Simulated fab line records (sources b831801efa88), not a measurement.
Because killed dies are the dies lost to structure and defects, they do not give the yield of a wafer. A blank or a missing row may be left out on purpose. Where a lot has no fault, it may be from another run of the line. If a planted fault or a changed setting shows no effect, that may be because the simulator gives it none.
fab line records	flow gf180mcu
[record] lots = 14	wafers = 42	last-day = 34
route steps=602 shown MIM@511 TOP_METAL@572 PASSIVATION@598
lots with no fault: from the same line, run without faults
start-h: the number of hours between the record's first day and the start of the first shown wafer of the lot	wait-h: time in hours since the lot's previous step	" identical to the entry in the row above	L1.1+2: a row that stands for several wafers	- value missing, or start not given	* or withheld: withheld	< > ~ a bound
route shown NAME@n: names a module that has steps shown in the file, with the first one's number in the route	usual: mean/standard deviation of fault-free wafers	same: alike in all rows	chamber/n: place in a boat	sites: each site's reading	_std_site: the values' standard deviation	_edge_site: inner sites' mean taken away from outer sites' mean	radius-mm: how far each site lies from the wafer's centre	mask NAME#n: copy n	behind: the last tool/chamber to shape the wafer	hold: cause of the lot's hold/its duration in hours/its outcome	device: which transistor (n, p or np) failed to switch	end of line: the route-end tests of the same wafers	a step with no rows: only its recipe	killed: count of dies lost to structure and defects at first sort (not the wafer's yield)	map: a wafer's dies, x killed, . not, _ none there
set.NAME: setting as actually run; set.NAME@STEP: the setting as run at that earlier step	model.NAME: the simulator's own value behind a step, which no gauge read
route steps across a sampled set of lots; one table per step, one row per wafer
services: when a tool's chamber went out of use (start-h, in hours from the record's first day, below 0 if earlier), for how many hours, and the reason
[[steps]]
[step GF_MIM_SPUTTER_08]
[recipe] material = AlCu	target-thk-nm = 200	power-w = 10600	time-s = 10.6	chamber-pressure-pa = 0.4
[usual] throttle-valve-pct = 30.2/0.84
lot.wafer	tool	chamber	start-h	wait-h	throttle-valve-pct
L400.1	pvd-sputter-01	-	555.72	0.0	29.7
L400.2	"	-	"	"	29.8
L400.4	"	-	"	"	30.4
L401.2	pvd-sputter-01	-	567.66	0.0	29.7
L401.5	"	-	"	"	29.6
L401.6	"	-	"	"	30.1
L403.2	pvd-sputter-04	-	585.07	0.0	30.0
L403.5	"	-	"	"	29.9
L403.6	"	-	"	"	30.9
L404.1	pvd-sputter-01	-	591.74	0.0	29.9
L404.3	"	-	"	"	30.7
L404.6	"	-	"	"	30.0
L406.2	pvd-sputter-04	-	622.81	0.0	30.2
L406.4	"	-	"	"	29.9
L406.6	"	-	"	"	31.2
L407.2	pvd-sputter-04	-	625.81	0.0	29.8
L407.4	"	-	"	"	31.3
L407.6	"	-	"	"	31.6
L408.2	pvd-sputter-02	-	629.66	0.0	30.6
L408.5	"	-	"	"	29.0
L408.6	"	-	"	"	29.2
L415.2	pvd-sputter-02	-	680.83	0.0	29.3
L415.4	"	-	"	"	30.7
L415.6	"	-	"	"	29.0
L416.2	pvd-sputter-01	-	687.37	0.0	29.7
L416.5	"	-	"	"	29.7
L416.6	"	-	"	"	29.2
L418.2	pvd-sputter-01	-	708.46	0.0	29.2
L418.3	"	-	"	"	30.3
L418.5	"	-	"	"	30.1
L419.1	pvd-sputter-04	-	709.80	0.0	31.4
L419.3	"	-	"	"	30.2
L419.4	"	-	"	"	29.6
L420.2	pvd-sputter-04	-	712.46	0.0	31.1
L420.3	"	-	"	"	29.7
L420.4	"	-	"	"	31.2
L421.2	pvd-sputter-02	-	718.98	0.0	29.0
L421.3	"	-	"	"	30.5
L421.5	"	-	"	"	29.0
L422.2	pvd-sputter-04	-	728.00	0.0	31.3
L422.5	"	-	"	"	30.3
L422.6	"	-	"	"	29.6
[step GF_MIM_STRIP_20]
[recipe] chemistry = O2/N2	power-w = 1400	pressure-mtorr = 1500	platen-temp-c = 250	o2-flow-sccm = 3000	n2-flow-sccm = 300	overash-fraction = 0.5
[usual] drypump-motor-current-A = 6.02/0.29	heater-power-w = 328/38	oes-product-au = 0.692/0.0048	strip-time-to-endpoint-s = 11.23/0.052
lot.wafer	tool	chamber	start-h	wait-h	drypump-motor-current-A	heater-power-w	oes-product-au	rf-hours-counter-h	strip-time-to-endpoint-s
L400.1	plasma-asher-04	1	577.68	0.0	6.10	296	0.702	16	11.32
L400.2	"	0	"	"	6.22	321	0.696	16	11.27
L400.4	"	0	"	"	6.19	314	0.689	-	11.27
L401.2	plasma-asher-03	0	587.93	0.0	6.01	293	0.691	48	11.21
L401.5	"	0	"	"	6.02	287	0.691	-	11.24
L401.6	"	1	"	"	5.67	315	0.698	-	11.23
L403.2	plasma-asher-01	1	605.43	0.0	5.65	374	0.692	100	11.29
L403.5	"	0	"	"	6.47	374	0.698	-	11.30
L403.6	"	1	"	"	5.61	379	0.695	-	11.25
L404.1	plasma-asher-04	1	615.18	0.0	6.10	298	0.691	20	11.19
L404.3	"	0	"	"	6.19	312	0.685	-	11.23
L404.6	"	1	"	"	6.12	299	0.678	-	11.21
L406.2	plasma-asher-01	1	643.10	0.1	5.60	382	0.692	104	11.19
L406.4	"	0	"	"	6.46	390	0.689	-	11.17
L406.6	"	1	"	"	5.55	381	0.697	-	11.24
L407.2	plasma-asher-03	1	646.15	0.1	5.65	313	0.691	54	11.18
L407.4	"	1	"	"	5.67	319	0.688	-	11.15
L407.6	"	1	"	"	5.70	310	0.687	-	11.09
L408.2	plasma-asher-03	1	649.55	0.1	5.66	321	0.697	54	11.14
L408.5	"	0	"	"	6.01	285	0.683	-	11.18
L408.6	"	1	"	"	5.66	327	0.690	-	11.19
L415.2	plasma-asher-01	0	699.17	0.0	6.47	380	0.694	110	11.24
L415.4	"	1	"	"	5.62	388	0.692	-	11.29
L415.6	"	1	"	"	5.60	375	0.701	-	11.26
L416.2	plasma-asher-01	1	705.71	0.0	5.64	384	0.697	111	11.23
L416.5	"	1	"	"	5.60	378	0.691	-	11.24
L416.6	"	0	"	"	6.50	377	0.696	-	11.20
L418.2	plasma-asher-04	0	726.76	0.0	6.19	306	0.690	32	11.29
L418.3	"	0	"	"	6.20	323	0.692	-	11.24
L418.5	"	0	"	"	6.21	299	0.693	-	11.29
L419.1	plasma-asher-04	1	727.36	0.0	6.10	292	0.686	32	11.21
L419.3	"	0	"	"	6.20	304	0.693	-	11.23
L419.4	"	1	"	"	6.07	292	0.687	-	11.21
L420.2	plasma-asher-01	1	730.11	0.0	5.61	380	0.697	113	11.25
L420.3	"	1	"	"	5.61	382	0.696	-	11.26
L420.4	"	0	"	"	6.49	377	0.683	-	11.25
L421.2	plasma-asher-04	1	736.67	0.0	6.11	288	0.693	33	11.28
L421.3	"	0	"	"	6.18	308	0.694	-	11.33
L421.5	"	1	"	"	6.07	297	0.694	-	11.26
L422.2	plasma-asher-04	1	745.38	0.0	6.06	283	0.696	34	11.21
L422.5	"	1	"	"	6.08	294	0.696	-	11.24
L422.6	"	0	"	"	6.18	308	0.691	-	11.22
[step GF_TOP_METAL_RS_MEAS_05]
[recipe] thk-meas-gauge = four-point-probe	reads = TiN_of_TOP_METAL_SPUTTER_04+Ti_of_TOP_METAL_SPUTTER_03+AlCu_of_TOP_METAL_SPUTTER_02+TiN_of_TOP_METAL_SPUTTER_01+Ti_of_TOP_METAL_SPUTTER_00
[usual] TOP_METAL_ALCU_RS = 0.0327/0.00038
lot.wafer	tool	chamber	start-h	wait-h	TOP_METAL_ALCU_RS[ohm/sq]
L400.1	film-metro-02	-	621.95	0.0	0.0329
L400.2	"	-	"	"	0.0332
L400.4	"	-	"	"	0.0326
L401.2	film-metro-02	-	633.52	0.0	0.0330
L401.5	"	-	"	"	0.0329
L401.6	"	-	"	"	0.0329
L403.2	film-metro-03	-	649.00	0.0	0.0334
L403.5	"	-	"	"	0.0331
L403.6	"	-	"	"	0.0331
L404.1	film-metro-04	-	658.21	0.0	0.0324
L404.3	"	-	"	"	0.0329
L404.6	"	-	"	"	0.0323
L406.2	film-metro-03	-	683.89	0.0	0.0329
L406.4	"	-	"	"	0.0327
L406.6	"	-	"	"	0.0328
L407.2	film-metro-02	-	688.61	0.0	0.0328
L407.4	"	-	"	"	0.0331
L407.6	"	-	"	"	0.0333
L408.2	film-metro-02	-	692.14	0.0	0.0323
L408.5	"	-	"	"	0.0323
L408.6	"	-	"	"	0.0324
L415.2	film-metro-04	-	737.70	0.0	0.0330
L415.4	"	-	"	"	0.0332
L415.6	"	-	"	"	0.0331
L416.2	film-metro-02	-	743.84	0.0	0.0321
L416.5	"	-	"	"	0.0321
L416.6	"	-	"	"	0.0321
L418.2	film-metro-02	-	764.18	0.0	0.0326
L418.3	"	-	"	"	0.0331
L418.5	"	-	"	"	0.0327
L419.1	film-metro-02	-	764.51	0.0	0.0319
L419.3	"	-	"	"	0.0322
L419.4	"	-	"	"	0.0320
L420.2	film-metro-02	-	768.10	0.0	0.0319
L420.3	"	-	"	"	0.0321
L420.4	"	-	"	"	0.0324
L421.2	film-metro-03	-	773.26	0.0	0.0331
L421.3	"	-	"	"	0.0330
L421.5	"	-	"	"	0.0330
L422.2	film-metro-04	-	780.99	0.0	0.0325
L422.5	"	-	"	"	0.0321
L422.6	"	-	"	"	0.0325
[step GF_PASSIVATION_ETCH_11]
[recipe] chemistry = CF4/O2	target-depth-nm = 1800	stop-on = TiN	source-w = 800	bias-w = 150	pressure-mtorr = 150	cf4-flow-sccm = 80	O2_flow_sccm = 10	time-s = 400
[usual] O2_flow_sccm = 10.00/0.031	drypump-motor-current-A = 5.7/0.43	oes-product-au = 0.962/0.0074	rf-fwd-power-W = 798.8/2.4	throttle-valve-pct = 5.960/0.009
lot.wafer	tool	chamber	start-h	wait-h	O2_flow_sccm	drypump-motor-current-A	oes-product-au	rf-fwd-power-W	rf-hours-counter-h	throttle-valve-pct
L400.1	rie-diel-04	2	662.14	-	10.02	6.0	0.951	802.1	16	5.949
L400.2	"	0	"	"	10.02	5.4	0.955	803.1	9	5.953
L400.4	"	3	"	"	10.06	5.6	0.964	800.6	37	5.961
L401.2	rie-diel-04	2	673.89	-	10.01	6.0	0.946	793.3	17	5.967
L401.5	"	1	"	"	10.00	5.8	0.964	798.5	-	5.960
L401.6	"	0	"	"	9.97	5.3	0.973	795.3	-	5.978
L403.2	rie-diel-01	2	688.35	-	9.92	5.7	0.961	799.5	5	5.944
L403.5	"	3	"	"	10.01	5.1	0.973	798.9	-	5.963
L403.6	"	2	"	"	9.96	5.7	0.978	798.8	-	5.943
L404.1	rie-diel-01	1	697.75	-	10.00	6.0	0.962	798.8	46	5.938
L404.3	"	2	"	"	10.00	5.7	0.966	797.7	6	5.958
L404.6	"	3	"	"	9.99	5.1	0.966	800.4	-	5.964
L406.2	rie-diel-02	1	720.70	-	9.97	5.9	0.964	803.3	11	5.964
L406.4	"	2	"	"	10.01	5.8	0.970	795.3	14	5.971
L406.6	"	0	"	"	10.01	5.0	0.970	804.2	-	5.960
L407.2	rie-diel-01	3	726.25	-	10.02	5.1	0.948	799.5	34	5.965
L407.4	"	2	"	"	9.98	5.8	0.965	799.3	7	5.975
L407.6	"	2	"	"	9.98	5.8	0.968	798.2	-	5.956
L408.2	rie-diel-02	0	729.60	-	10.02	5.1	0.962	802.2	11	5.970
L408.5	"	0	"	"	9.98	5.0	0.973	799.9	-	5.955
L408.6	"	3	"	"	10.05	6.0	0.967	797.9	-	5.962
L415.2	rie-diel-02	0	771.31	-	9.96	5.0	0.912	670.1	13	5.929
L415.4	"	2	"	"	10.02	5.8	0.907	670.1	16	5.945
L415.6	"	2	"	"	9.96	5.8	0.918	669.7	-	5.950
L416.2	rie-diel-02	0	776.99	-	10.02	5.1	0.913	671.6	13	5.943
L416.5	"	1	"	"	9.98	5.9	0.911	671.4	-	5.947
L416.6	"	2	"	"	9.94	5.8	0.908	671.3	-	5.946
L418.2	rie-diel-01	2	796.05	-	10.04	5.8	0.957	800.3	10	5.957
L418.3	"	1	"	"	9.99	6.0	0.965	799.5	1	5.946
L418.5	"	2	"	"	9.99	5.7	0.961	802.4	-	5.973
L419.1	rie-diel-04	1	797.00	-	9.97	5.8	0.953	797.8	34	5.958
L419.3	"	0	"	"	9.99	5.4	0.963	802.3	15	5.961
L419.4	"	2	"	"	9.99	6.0	0.960	795.2	22	5.950
L420.2	rie-diel-01	1	799.83	-	9.97	6.0	0.961	796.9	1	5.960
L420.3	"	0	"	"	9.99	6.5	0.958	796.1	13	5.966
L420.4	"	3	"	"	10.02	5.1	0.977	800.4	38	5.973
L421.2	rie-diel-04	2	805.00	-	10.03	6.0	0.949	796.6	22	5.975
L421.3	"	1	"	"	9.95	5.8	0.947	799.9	35	5.962
L421.5	"	3	"	"	9.99	5.6	0.962	797.0	-	5.958
L422.2	rie-diel-04	0	812.03	-	10.03	5.4	0.958	797.7	16	5.959
L422.5	"	2	"	"	9.98	6.1	0.948	794.3	-	5.966
L422.6	"	1	"	"	10.00	5.8	0.969	798.8	-	5.954
[step GF_PASSIVATION_STRIP_12]
[recipe] chemistry = O2/N2	power-w = 1400	pressure-mtorr = 1500	platen-temp-c = 250	o2-flow-sccm = 3000	n2-flow-sccm = 300	overash-fraction = 0.5
[usual] drypump-motor-current-A = 5.98/0.3	heater-power-w = 322/29	oes-product-au = 0.720/0.0045	strip-time-to-endpoint-s = 34.80/0.27
lot.wafer	tool	chamber	start-h	wait-h	drypump-motor-current-A	heater-power-w	oes-product-au	rf-hours-counter-h	strip-time-to-endpoint-s
L400.1	plasma-asher-04	0	662.38	0.1	6.21	315	0.714	24	35.04
L400.2	"	1	"	"	6.10	297	0.723	24	34.86
L400.4	"	1	"	"	6.07	295	0.721	-	35.45
L401.2	plasma-asher-03	0	674.13	0.1	6.00	289	0.723	57	34.90
L401.5	"	0	"	"	6.00	289	0.717	-	34.74
L401.6	"	1	"	"	5.69	324	0.723	-	34.36
L403.2	plasma-asher-03	1	688.59	0.1	5.70	311	0.715	58	34.40
L403.5	"	0	"	"	5.97	293	0.712	-	34.94
L403.6	"	1	"	"	5.67	314	0.716	-	34.56
L404.1	plasma-asher-04	0	697.99	0.1	6.21	319	0.727	29	35.15
L404.3	"	1	"	"	6.09	292	0.722	-	34.59
L404.6	"	1	"	"	6.10	296	0.721	-	35.00
L406.2	plasma-asher-01	1	720.94	0.1	5.59	392	0.718	113	34.77
L406.4	"	0	"	"	6.44	380	0.724	-	34.93
L406.6	"	0	"	"	6.44	380	0.722	-	34.91
L407.2	plasma-asher-03	0	726.49	0.1	5.99	293	0.726	61	34.39
L407.4	"	1	"	"	5.71	318	0.727	-	34.23
L407.6	"	1	"	"	5.68	317	0.718	-	34.40
L408.2	plasma-asher-03	1	729.84	0.1	5.71	322	0.727	62	34.96
L408.5	"	0	"	"	6.00	288	0.727	-	34.72
L408.6	"	1	"	"	5.66	322	0.719	-	34.98
L415.2	plasma-asher-03	0	771.55	0.1	6.01	288	0.722	66	36.83
L415.4	"	1	"	"	5.68	312	0.721	-	37.15
L415.6	"	0	"	"	6.01	295	0.724	-	36.77
L416.2	plasma-asher-03	1	777.22	0.1	5.68	323	0.727	67	37.04
L416.5	"	0	"	"	5.98	290	0.720	-	37.06
L416.6	"	1	"	"	5.67	311	0.726	-	36.86
L418.2	plasma-asher-01	1	796.29	0.1	5.59	343	0.720	6	34.43
L418.3	"	1	"	"	5.60	357	0.720	-	34.62
L418.5	"	1	"	"	5.59	347	0.722	-	34.49
L419.1	plasma-asher-04	0	797.24	0.1	6.20	302	0.720	39	34.70
L419.3	"	1	"	"	6.12	306	0.719	-	34.65
L419.4	"	0	"	"	6.21	305	0.712	-	34.57
L420.2	plasma-asher-01	0	800.07	0.1	6.46	351	0.720	6	34.61
L420.3	"	0	"	"	6.47	358	0.723	-	34.59
L420.4	"	1	"	"	5.59	356	0.719	-	34.61
L421.2	plasma-asher-01	0	805.24	0.1	6.50	356	0.724	7	34.65
L421.3	"	1	"	"	5.64	360	0.712	-	34.80
L421.5	"	0	"	"	6.50	356	0.725	-	35.14
L422.2	plasma-asher-01	0	812.27	0.1	6.41	359	0.727	7	34.47
L422.5	"	1	"	"	5.61	348	0.721	-	34.92
L422.6	"	0	"	"	6.43	352	0.721	-	34.93
[[services]]
tool	chamber	start-h	hours	kind
rie-diel-01	0	538.25	4.3	repair
pvd-sputter-01	-	540.95	2.3	repair
plasma-asher-03	-	559.54	3.3	repair
plasma-asher-01	-	567.40	2.2	repair
rie-diel-01	3	581.42	2.5	repair
rie-diel-01	-	585.93	0.7	repair
rie-diel-04	0	587.92	4.9	repair
rie-diel-01	1	600.09	9.6	repair
rie-diel-04	0	606.90	4.9	repair
rie-diel-04	-	612.33	0.7	repair
plasma-asher-04	-	623.38	1.2	repair
rie-diel-04	3	638.39	10.7	repair
rie-diel-04	2	666.06	1.4	repair
rie-diel-04	2	676.96	13.1	repair
plasma-asher-03	-	683.28	5.1	repair
plasma-asher-03	-	693.90	7.5	repair
plasma-asher-04	-	729.40	1.2	repair
plasma-asher-01	-	730.90	2.6	repair
rie-diel-01	1	733.25	7.9	repair
plasma-asher-01	-	733.75	9.0	pm
pvd-sputter-01	-	740.34	11.5	repair
plasma-asher-03	-	744.11	1.6	repair
rie-diel-04	1	759.42	3.9	repair
pvd-sputter-04	-	794.83	3.0	repair
[[key]]
[first-sign] step = GF_PASSIVATION_ETCH_11	reading = rf-fwd-power-W	direction = down	sigmas = 54	usual = 798.8	struck = 670.7
[effect] step = GF_PASSIVATION_ETCH_11	reading = oes-product-au	direction = down	sigmas = 6.8	usual = 0.962	struck = 0.911
[effect] step = GF_PASSIVATION_STRIP_12	reading = strip-time-to-endpoint-s	direction = up	sigmas = 7.9	usual = *	struck = *
met-at GF_PASSIVATION_ETCH_11
struck-lots L415,L416
later-rows-left-out L415.2,L415.4,L415.6,L416.2,L416.5,L416.6
sort-left-out L415.2,L415.4,L415.6,L416.2,L416.5,L416.6
not-acting-at GF_MIM_SPUTTER_08,GF_MIM_STRIP_20,GF_TOP_METAL_RS_MEAS_05
onset-between 729.60 771.31
[fault] kind = process-parameter-drift	tool = rie-diel-02	chamber = -	onset-h = 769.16	steps = GF_PASSIVATION_ETCH_11	channel = source-w	offset = -128	shape = step	end-h = 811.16	acts-in = these-recipes-only	stated = 800
// sort-left-out: the simulated sort isn't trusted on such a fault, so these wafers' sort isn't shown, and their yield isn't known
// later-rows-left-out: the simulator's readings of these wafers behind a module that went badly wrong aren't trusted and aren't shown, but for the sort
